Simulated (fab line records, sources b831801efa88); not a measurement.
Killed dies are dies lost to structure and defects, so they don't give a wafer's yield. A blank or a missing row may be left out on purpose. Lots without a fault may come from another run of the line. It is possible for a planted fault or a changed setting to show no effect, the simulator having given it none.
fab line records + flow gf180mcu
[record]
- lots = 13
- wafers = 39
- last_day = 34
route steps=602 shown MVPSD@89 POLY_GATE@170 HV_LDD@183
lots with no fault: from the same line, run without faults
start_h: hours from the record's opening day to when the first of the lot's shown wafers began + wait_h: hours from the lot's prior step to this one + " as in the row above + L1.1+2: a row that stands for several wafers + - no value, or no start was given + * or withheld: withheld + < > ~ a bound
route shown NAME@n: a module of which the file shows steps, and the number in the route of the first + usual: mean/standard deviation taken from wafers without a fault + same: alike in all rows + chamber/n: place in a boat + sites: per-site readings + _std_site: standard deviation across them + _edge_site: mean of outer sites minus mean of inner sites + radius_mm: how far each site lies from the wafer's centre + mask NAME#n: copy n + behind: the most recent tool/chamber to have shaped the wafer + hold: cause of the lot's hold/its duration in hours/its outcome + device: the transistor (n, p or np) that didn't switch + end of line: the route-end tests of the same wafers + a step without rows: its recipe alone + killed: dies that structure and defects cost at the first sort, which is not the same as the wafer's yield + map: shows each die of a wafer: x if killed, . if not, _ if none is there
set.NAME: the setting the step ran with; set.NAME@STEP: the setting that earlier step ran with + model.NAME: the simulator's own value behind a step, which no gauge read
one table for each step of the route and one row for each wafer, over a sample of lots
services: when a tool's chamber went out of use (start_h, in hours from the record's first day, below 0 if earlier), for how many hours, and the reason
[[steps]]
[step GF_MVPSD_TW_MEAS_11]
[usual]
- MVPSD_TW = 554/5
| lot.wafer | tool          | chamber | start_h | wait_h | MVPSD_TW |
|-----------|---------------|---------|---------|--------|----------|
| L665.1    | film_metro-02 | -       | 100.83  | 0.1    | 552      |
| L665.5    | "             | -       | "       | "      | 553      |
| L665.6    | "             | -       | "       | "      | 553      |
| L666.2    | film_metro-02 | -       | 102.49  | 0.1    | 553      |
| L666.4    | "             | -       | "       | "      | 551      |
| L666.5    | "             | -       | "       | "      | 554      |
| L668.1    | film_metro-04 | -       | 114.13  | 0.1    | 561      |
| L668.2    | "             | -       | "       | "      | 563      |
| L668.6    | "             | -       | "       | "      | 561      |
| L669.1    | film_metro-02 | -       | 122.33  | 0.1    | 552      |
| L669.2    | "             | -       | "       | "      | 548      |
| L669.3    | "             | -       | "       | "      | 548      |
| L671.2    | film_metro-03 | -       | 131.96  | 0.1    | 551      |
| L671.4    | "             | -       | "       | "      | 551      |
| L671.5    | "             | -       | "       | "      | 553      |
| L673.1    | film_metro-04 | -       | 145.69  | 0.1    | 561      |
| L673.3    | "             | -       | "       | "      | 564      |
| L673.5    | "             | -       | "       | "      | 563      |
| L675.2    | film_metro-04 | -       | 159.54  | 0.1    | 566      |
| L675.4    | "             | -       | "       | "      | 562      |
| L675.5    | "             | -       | "       | "      | 560      |
| L676.3    | film_metro-02 | -       | 166.36  | 0.1    | 547      |
| L676.4    | "             | -       | "       | "      | 545      |
| L676.6    | "             | -       | "       | "      | 548      |
| L677.1    | film_metro-03 | -       | 168.65  | 0.1    | 556      |
| L677.5    | "             | -       | "       | "      | 554      |
| L677.6    | "             | -       | "       | "      | 555      |
| L679.1    | film_metro-03 | -       | 183.94  | 0.1    | 555      |
| L679.3    | "             | -       | "       | "      | 558      |
| L679.4    | "             | -       | "       | "      | 555      |
| L681.2    | film_metro-03 | -       | 193.96  | 0.1    | 551      |
| L681.5    | "             | -       | "       | "      | 554      |
| L681.6    | "             | -       | "       | "      | 554      |
| L687.2    | film_metro-03 | -       | 232.21  | 0.1    | 554      |
| L687.4    | "             | -       | "       | "      | 553      |
| L687.6    | "             | -       | "       | "      | 556      |
| L688.2    | film_metro-04 | -       | 236.18  | 0.1    | 558      |
| L688.5    | "             | -       | "       | "      | 558      |
| L688.6    | "             | -       | "       | "      | 560      |
[step GF_POLY_GATE_ETCH_13]
[recipe]
- target = poly-Si
- target_depth_nm = 198.5
- stop_on = SiO2
- over_etch_frac = 0.403
- chemistry = HBr/Cl2
- icp_w = 400
- bias_w = 100
- pressure_mtorr = 10
- HBr_flow_sccm = 150
- Cl2_flow_sccm = 50
- time_s = 69.6
[usual]
- drypump_motor_current_A = 5.7/0.46
- oes_product_au = 0.990/0.0065
- over_etch_frac = 0.403/0
- rf_fwd_power_W = 396.0/1.5
- throttle_valve_pct = 33.685/0.0096
| lot.wafer | tool      | chamber | start_h | wait_h | drypump_motor_current_A | oes_product_au | over_etch_frac | rf_fwd_power_W | rf_hours_counter_h | throttle_valve_pct |
|-----------|-----------|---------|---------|--------|-------------------------|----------------|----------------|----------------|--------------------|--------------------|
| L665.1    | rie_si-01 | 0       | 202.62  | -      | 5.6                     | 0.990          | 0.403          | 396.9          | 19                 | 33.697             |
| L665.5    | "         | 2       | "       | "      | 5.7                     | 0.986          | 0.403          | 396.9          | -                  | 33.689             |
| L665.6    | "         | 1       | "       | "      | 6.6                     | 0.997          | 0.403          | 399.0          | -                  | 33.691             |
| L666.2    | rie_si-01 | 3       | 206.72  | -      | 6.2                     | 0.992          | 0.403          | 393.7          | 71                 | 33.686             |
| L666.4    | "         | 0       | "       | "      | 5.6                     | 0.999          | 0.403          | 397.0          | 19                 | 33.685             |
| L666.5    | "         | 0       | "       | "      | 5.6                     | 0.980          | 0.403          | 396.1          | -                  | 33.669             |
| L668.1    | rie_si-01 | 3       | 217.12  | -      | 6.1                     | 0.984          | 0.403          | 393.0          | 71                 | 33.699             |
| L668.2    | "         | 2       | "       | "      | 5.6                     | 0.995          | 0.403          | 395.7          | 4                  | 33.693             |
| L668.6    | "         | 0       | "       | "      | 5.6                     | 1.005          | 0.403          | 396.1          | -                  | 33.686             |
| L669.1    | rie_si-02 | 0       | 234.22  | -      | 6.1                     | 0.986          | 0.403          | 397.5          | 72                 | 33.685             |
| L669.2    | "         | 3       | "       | "      | 5.6                     | 0.990          | 0.403          | 396.6          | 109                | 33.685             |
| L669.3    | "         | 2       | "       | "      | 5.0                     | 0.995          | 0.403          | 396.1          | 4                  | 33.684             |
| L671.2    | rie_si-02 | 1       | 238.84  | -      | 5.2                     | 0.986          | 0.403          | 396.6          | 0                  | 33.671             |
| L671.4    | "         | 3       | "       | "      | 5.6                     | 0.996          | 0.403          | 397.3          | 109                | 33.684             |
| L671.5    | "         | 0       | "       | "      | 6.1                     | 0.989          | 0.403          | 396.6          | -                  | 33.692             |
| L673.1    | rie_si-01 | 0       | 253.17  | -      | 5.6                     | 0.997          | 0.403          | 396.4          | 20                 | 33.680             |
| L673.3    | "         | 3       | "       | "      | 6.2                     | 0.989          | 0.403          | 394.9          | 71                 | 33.682             |
| L673.5    | "         | 1       | "       | "      | 6.6                     | 1.007          | 0.403          | 396.6          | -                  | 33.666             |
| L675.2    | rie_si-02 | 0       | 270.62  | -      | 6.1                     | 0.997          | 0.403          | 395.2          | 72                 | 33.675             |
| L675.4    | "         | 2       | "       | "      | 5.0                     | 0.985          | 0.403          | 395.9          | -                  | 33.690             |
| L675.5    | "         | 0       | "       | "      | 6.1                     | 0.989          | 0.403          | 396.9          | -                  | 33.694             |
| L676.3    | rie_si-01 | 0       | 281.24  | -      | 5.6                     | 0.996          | 0.403          | 396.5          | 20                 | 33.676             |
| L676.4    | "         | 2       | "       | "      | 5.6                     | 0.987          | 0.403          | 397.5          | 5                  | 33.678             |
| L676.6    | "         | 2       | "       | "      | 5.6                     | 0.984          | 0.403          | 395.4          | -                  | 33.692             |
| L677.1    | rie_si-02 | 2       | 282.27  | -      | 5.0                     | 0.981          | 0.403          | 396.1          | 5                  | 33.681             |
| L677.5    | "         | 0       | "       | "      | 6.1                     | 0.980          | 0.403          | 396.3          | -                  | 33.684             |
| L677.6    | "         | 1       | "       | "      | 5.2                     | 0.989          | 0.403          | 395.9          | -                  | 33.708             |
| L679.1    | rie_si-02 | 1       | 302.97  | -      | 5.2                     | 0.987          | 0.403          | 394.9          | 1                  | 33.682             |
| L679.3    | "         | 2       | "       | "      | 5.0                     | 0.820          | 0.89837        | 395.1          | 5                  | 33.672             |
| L679.4    | "         | 3       | "       | "      | 5.6                     | 0.804          | 0.89837        | 395.5          | 0                  | 33.681             |
| L681.2    | rie_si-02 | 2       | 313.62  | -      | 5.0                     | 0.983          | 0.403          | 396.1          | 5                  | 33.689             |
| L681.5    | "         | 2       | "       | "      | 5.0                     | 0.984          | 0.403          | 397.0          | -                  | 33.691             |
| L681.6    | "         | 1       | "       | "      | 5.2                     | 0.809          | 0.89837        | 396.8          | -                  | 33.672             |
| L687.2    | rie_si-01 | 0       | 357.77  | -      | 5.6                     | 0.988          | 0.403          | 397.1          | 21                 | 33.690             |
| L687.4    | "         | 1       | "       | "      | 6.6                     | 1.004          | 0.403          | 398.8          | 0                  | 33.690             |
| L687.6    | "         | 2       | "       | "      | 5.6                     | 0.996          | 0.403          | 396.1          | -                  | 33.683             |
| L688.2    | rie_si-01 | 0       | 362.49  | -      | 5.6                     | 0.999          | 0.403          | 395.4          | 21                 | 33.690             |
| L688.5    | "         | 2       | "       | "      | 5.6                     | 0.983          | 0.403          | 397.5          | -                  | 33.687             |
| L688.6    | "         | 3       | "       | "      | 6.2                     | 0.991          | 0.403          | 393.7          | -                  | 33.693             |
[step GF_POLY_GATE_STRIP_14]
[recipe]
- chemistry = O2/N2
- power_w = 1400
- pressure_mtorr = 1500
- platen_temp_c = 250
- o2_flow_sccm = 3000
- n2_flow_sccm = 300
- overash_fraction = 0.5
[usual]
- drypump_motor_current_A = 5.6/0.48
- heater_power_w = 329/25
- oes_product_au = 0.504/0.0045
| lot.wafer | tool            | chamber | start_h | wait_h | drypump_motor_current_A | heater_power_w | oes_product_au | rf_hours_counter_h |
|-----------|-----------------|---------|---------|--------|-------------------------|----------------|----------------|--------------------|
| L665.1    | plasma_asher-04 | 1       | 202.68  | 0.0    | 5.8                     | 363            | 0.507          | 52                 |
| L665.5    | "               | 0       | "       | "      | 5.2                     | 329            | 0.507          | -                  |
| L665.6    | "               | 1       | "       | "      | 5.8                     | 355            | 0.502          | -                  |
| L666.2    | plasma_asher-02 | 0       | 206.78  | 0.0    | 6.3                     | 296            | 0.506          | 56                 |
| L666.4    | "               | 1       | "       | "      | 6.3                     | 288            | 0.505          | -                  |
| L666.5    | "               | 0       | "       | "      | 6.3                     | 304            | 0.509          | -                  |
| L668.1    | plasma_asher-02 | 0       | 217.18  | 0.0    | 6.3                     | 305            | 0.508          | 57                 |
| L668.2    | "               | 1       | "       | "      | 6.2                     | 284            | 0.507          | 57                 |
| L668.6    | "               | 0       | "       | "      | 6.3                     | 303            | 0.507          | -                  |
| L669.1    | plasma_asher-01 | 0       | 234.28  | 0.0    | 4.9                     | 329            | 0.501          | 45                 |
| L669.2    | "               | 1       | "       | "      | 5.7                     | 352            | 0.499          | 45                 |
| L669.3    | "               | 1       | "       | "      | 5.7                     | 353            | 0.487          | -                  |
| L671.2    | plasma_asher-01 | 0       | 238.90  | 0.0    | 5.0                     | 324            | 0.502          | 46                 |
| L671.4    | "               | 0       | "       | "      | 5.0                     | 315            | 0.503          | -                  |
| L671.5    | "               | 0       | "       | "      | 5.0                     | 328            | 0.498          | -                  |
| L673.1    | plasma_asher-01 | 1       | 253.23  | 0.0    | 5.7                     | 353            | 0.509          | 47                 |
| L673.3    | "               | 1       | "       | "      | 5.7                     | 353            | 0.506          | -                  |
| L673.5    | "               | 1       | "       | "      | 5.7                     | 358            | 0.498          | -                  |
| L675.2    | plasma_asher-01 | 1       | 270.68  | 0.0    | 5.7                     | 357            | 0.501          | 49                 |
| L675.4    | "               | 1       | "       | "      | 5.7                     | 354            | 0.501          | -                  |
| L675.5    | "               | 0       | "       | "      | 5.0                     | 320            | 0.511          | -                  |
| L676.3    | plasma_asher-02 | 1       | 281.33  | 0.1    | 6.2                     | 285            | 0.506          | -                  |
| L676.4    | "               | 0       | "       | "      | 6.3                     | 296            | 0.501          | -                  |
| L676.6    | "               | 0       | "       | "      | 6.3                     | 301            | 0.505          | -                  |
| L677.1    | plasma_asher-01 | 1       | 282.33  | 0.0    | 5.7                     | 339            | 0.506          | 50                 |
| L677.5    | "               | 0       | "       | "      | 5.0                     | 327            | 0.503          | -                  |
| L677.6    | "               | 1       | "       | "      | 5.7                     | 346            | 0.502          | -                  |
| L679.1    | plasma_asher-04 | 0       | 303.03  | 0.0    | 5.2                     | 329            | 0.501          | 63                 |
| L679.3    | "               | 1       | "       | "      | 5.8                     | 354            | 0.490          | -                  |
| L679.4    | "               | 0       | "       | "      | 5.2                     | 327            | 0.486          | -                  |
| L681.2    | plasma_asher-04 | 1       | 313.68  | 0.0    | 5.7                     | 353            | 0.511          | 64                 |
| L681.5    | "               | 0       | "       | "      | 5.2                     | 334            | 0.508          | -                  |
| L681.6    | "               | 1       | "       | "      | 5.7                     | 356            | 0.486          | -                  |
| L687.2    | plasma_asher-01 | 0       | 357.82  | 0.0    | 5.0                     | 331            | 0.508          | 58                 |
| L687.4    | "               | 1       | "       | "      | 5.7                     | 353            | 0.504          | -                  |
| L687.6    | "               | 1       | "       | "      | 5.7                     | 357            | 0.504          | -                  |
| L688.2    | plasma_asher-04 | 0       | 362.55  | 0.0    | 5.2                     | 336            | 0.505          | 69                 |
| L688.5    | "               | 0       | "       | "      | 5.2                     | 330            | 0.505          | -                  |
| L688.6    | "               | 1       | "       | "      | 5.7                     | 360            | 0.511          | -                  |
[step GF_POLY_GATE_CD_MEAS_18]
[usual]
- cd_nm = 280.2/2.5
| lot.wafer | tool      | chamber | start_h | wait_h | cd_nm |
|-----------|-----------|---------|---------|--------|-------|
| L665.1    | cd_sem-02 | -       | 204.14  | 0.1    | 281.5 |
| L665.5    | "         | -       | "       | "      | 279.3 |
| L665.6    | "         | -       | "       | "      | 277.0 |
| L666.2    | cd_sem-01 | -       | 208.27  | 0.1    | 281.0 |
| L666.4    | "         | -       | "       | "      | 279.9 |
| L666.5    | "         | -       | "       | "      | 278.5 |
| L668.1    | cd_sem-02 | -       | 218.64  | 0.1    | 282.6 |
| L668.2    | "         | -       | "       | "      | 279.4 |
| L668.6    | "         | -       | "       | "      | 278.8 |
| L669.1    | cd_sem-01 | -       | 236.64  | 0.1    | 279.5 |
| L669.2    | "         | -       | "       | "      | 279.5 |
| L669.3    | "         | -       | "       | "      | 281.8 |
| L671.2    | cd_sem-01 | -       | 240.86  | 0.1    | 281.3 |
| L671.4    | "         | -       | "       | "      | 276.9 |
| L671.5    | "         | -       | "       | "      | 279.6 |
| L673.1    | cd_sem-02 | -       | 254.69  | 0.1    | 277.1 |
| L673.3    | "         | -       | "       | "      | 277.7 |
| L673.5    | "         | -       | "       | "      | 273.5 |
| L675.2    | cd_sem-02 | -       | 275.86  | 0.1    | 277.7 |
| L675.4    | "         | -       | "       | "      | 279.7 |
| L675.5    | "         | -       | "       | "      | 278.0 |
| L677.1    | cd_sem-02 | -       | 284.04  | 0.1    | 281.5 |
| L677.5    | "         | -       | "       | "      | 277.1 |
| L677.6    | "         | -       | "       | "      | 281.0 |
| L676.3    | cd_sem-01 | -       | 284.10  | 0.1    | 281.6 |
| L676.4    | "         | -       | "       | "      | 278.6 |
| L676.6    | "         | -       | "       | "      | 280.9 |
| L679.1    | cd_sem-01 | -       | 305.15  | 0.1    | 283.3 |
| L679.3    | "         | -       | "       | "      | 280.0 |
| L679.4    | "         | -       | "       | "      | 279.6 |
| L681.2    | cd_sem-01 | -       | 315.27  | 0.1    | 280.2 |
| L681.5    | "         | -       | "       | "      | 284.3 |
| L681.6    | "         | -       | "       | "      | 282.6 |
| L687.2    | cd_sem-02 | -       | 359.89  | 0.1    | 281.3 |
| L687.4    | "         | -       | "       | "      | 280.8 |
| L687.6    | "         | -       | "       | "      | 278.9 |
| L688.2    | cd_sem-01 | -       | 364.30  | 0.1    | 283.8 |
| L688.5    | "         | -       | "       | "      | 283.6 |
| L688.6    | "         | -       | "       | "      | 284.1 |
[step GF_HV_LDD_CD_MEAS_07]
[recipe]
- target_cd_nm = 400
[usual]
- cd_nm = 400.0/2
| lot.wafer | tool      | chamber | start_h | wait_h | cd_nm |
|-----------|-----------|---------|---------|--------|-------|
| L665.1    | cd_sem-02 | -       | 221.34  | 0.1    | 396.6 |
| L665.5    | "         | -       | "       | "      | 396.1 |
| L665.6    | "         | -       | "       | "      | 394.9 |
| L666.2    | cd_sem-01 | -       | 225.76  | 0.1    | 398.7 |
| L666.4    | "         | -       | "       | "      | 398.9 |
| L666.5    | "         | -       | "       | "      | 399.8 |
| L668.1    | cd_sem-01 | -       | 236.36  | 0.1    | 398.9 |
| L668.2    | "         | -       | "       | "      | 400.4 |
| L668.6    | "         | -       | "       | "      | 397.3 |
| L669.1    | cd_sem-02 | -       | 255.42  | 0.1    | 399.7 |
| L669.2    | "         | -       | "       | "      | 399.9 |
| L669.3    | "         | -       | "       | "      | 401.3 |
| L671.2    | cd_sem-02 | -       | 259.24  | 0.1    | 402.4 |
| L671.4    | "         | -       | "       | "      | 401.0 |
| L671.5    | "         | -       | "       | "      | 403.3 |
| L673.1    | cd_sem-02 | -       | 273.92  | 0.1    | 399.5 |
| L673.3    | "         | -       | "       | "      | 398.5 |
| L673.5    | "         | -       | "       | "      | 397.0 |
| L675.2    | cd_sem-02 | -       | 295.81  | 0.1    | 399.5 |
| L675.4    | "         | -       | "       | "      | 400.5 |
| L675.5    | "         | -       | "       | "      | 399.4 |
| L676.3    | cd_sem-01 | -       | 304.23  | 0.1    | 396.4 |
| L676.4    | "         | -       | "       | "      | 398.2 |
| L676.6    | "         | -       | "       | "      | 398.9 |
| L677.1    | cd_sem-02 | -       | 304.49  | 0.1    | 400.0 |
| L677.5    | "         | -       | "       | "      | 402.4 |
| L677.6    | "         | -       | "       | "      | 399.9 |
| L679.1    | cd_sem-02 | -       | 325.79  | 0.1    | 398.9 |
| L679.3    | "         | -       | "       | "      | 401.4 |
| L679.4    | "         | -       | "       | "      | 400.1 |
| L681.2    | cd_sem-02 | -       | 336.33  | 0.1    | 400.5 |
| L681.5    | "         | -       | "       | "      | 404.5 |
| L681.6    | "         | -       | "       | "      | 400.4 |
| L687.2    | cd_sem-02 | -       | 381.77  | 0.1    | 400.2 |
| L687.4    | "         | -       | "       | "      | 403.0 |
| L687.6    | "         | -       | "       | "      | 403.0 |
| L688.2    | cd_sem-01 | -       | 386.46  | 0.1    | 399.8 |
| L688.5    | "         | -       | "       | "      | 401.6 |
| L688.6    | "         | -       | "       | "      | 402.2 |
[[services]]
| tool            | chamber | start_h | hours | kind           |
|-----------------|---------|---------|-------|----------------|
| rie_si-01       | 1       | 190.58  | 5.9   | repair         |
| rie_si-02       | 1       | 214.40  | -     | clean          |
| rie_si-02       | 1       | 214.40  | 24.2  | scheduled_down |
| rie_si-02       | 1       | 214.40  | 24.2  | vent_cycle     |
| rie_si-02       | 2       | 234.58  | 1.5   | repair         |
| rie_si-01       | 1       | 235.01  | 6.5   | repair         |
| plasma_asher-02 | -       | 239.76  | 0.4   | repair         |
| plasma_asher-04 | -       | 254.93  | 1.7   | repair         |
| rie_si-02       | 3       | 264.79  | -     | clean          |
| rie_si-02       | 3       | 264.79  | 16.5  | scheduled_down |
| rie_si-02       | 3       | 264.79  | 16.5  | vent_cycle     |
| rie_si-01       | 2       | 298.36  | 7.2   | repair         |
| rie_si-01       | 3       | 303.47  | 4.0   | repair         |
| rie_si-01       | 1       | 307.43  | -     | clean          |
| rie_si-01       | 1       | 307.43  | 25.7  | scheduled_down |
| rie_si-01       | 1       | 307.43  | 25.7  | vent_cycle     |
| plasma_asher-04 | -       | 354.98  | 4.9   | repair         |
| rie_si-02       | -       | 362.58  | 0.4   | repair         |
[[key]]
[first_sign]
- step = GF_POLY_GATE_ETCH_13
- reading = over_etch_frac
- direction = up
- sigmas = 99+
- usual = 0.403
- struck = 0.89837
[effect]
- step = GF_POLY_GATE_ETCH_13
- reading = oes_product_au
- direction = down
- sigmas = 27
- usual = 0.990
- struck = 0.811
[effect]
- step = GF_POLY_GATE_STRIP_14
- reading = oes_product_au
- direction = down
- sigmas = 3.7
- usual = 0.504
- struck = 0.487
met_at GF_POLY_GATE_ETCH_13
struck_lots L679,L681
struck_wafers L679.3,L679.4,L681.6
tester_left_out L679,L681
not_acting_at GF_MVPSD_TW_MEAS_11,GF_POLY_GATE_CD_MEAS_18,GF_HV_LDD_CD_MEAS_07
onset_between 282.27 302.97
[fault]
- kind = process_parameter_drift
- tool = rie_si-02
- chamber = -
- onset_h = 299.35
- steps = GF_POLY_GATE_ETCH_13
- channel = over_etch_frac
- offset = 0.49537
- shape = step
- end_h = 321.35
- scope = struck_wafers_only
- stated = 0.403
// tester_left_out: of these lots the tester's yield and bins aren't shown, on N5 and GAA mostly nor the transistor test; their killed dies are dies lost to structure and defects alone, not to doping, threshold or leakage, so they don't give the yield
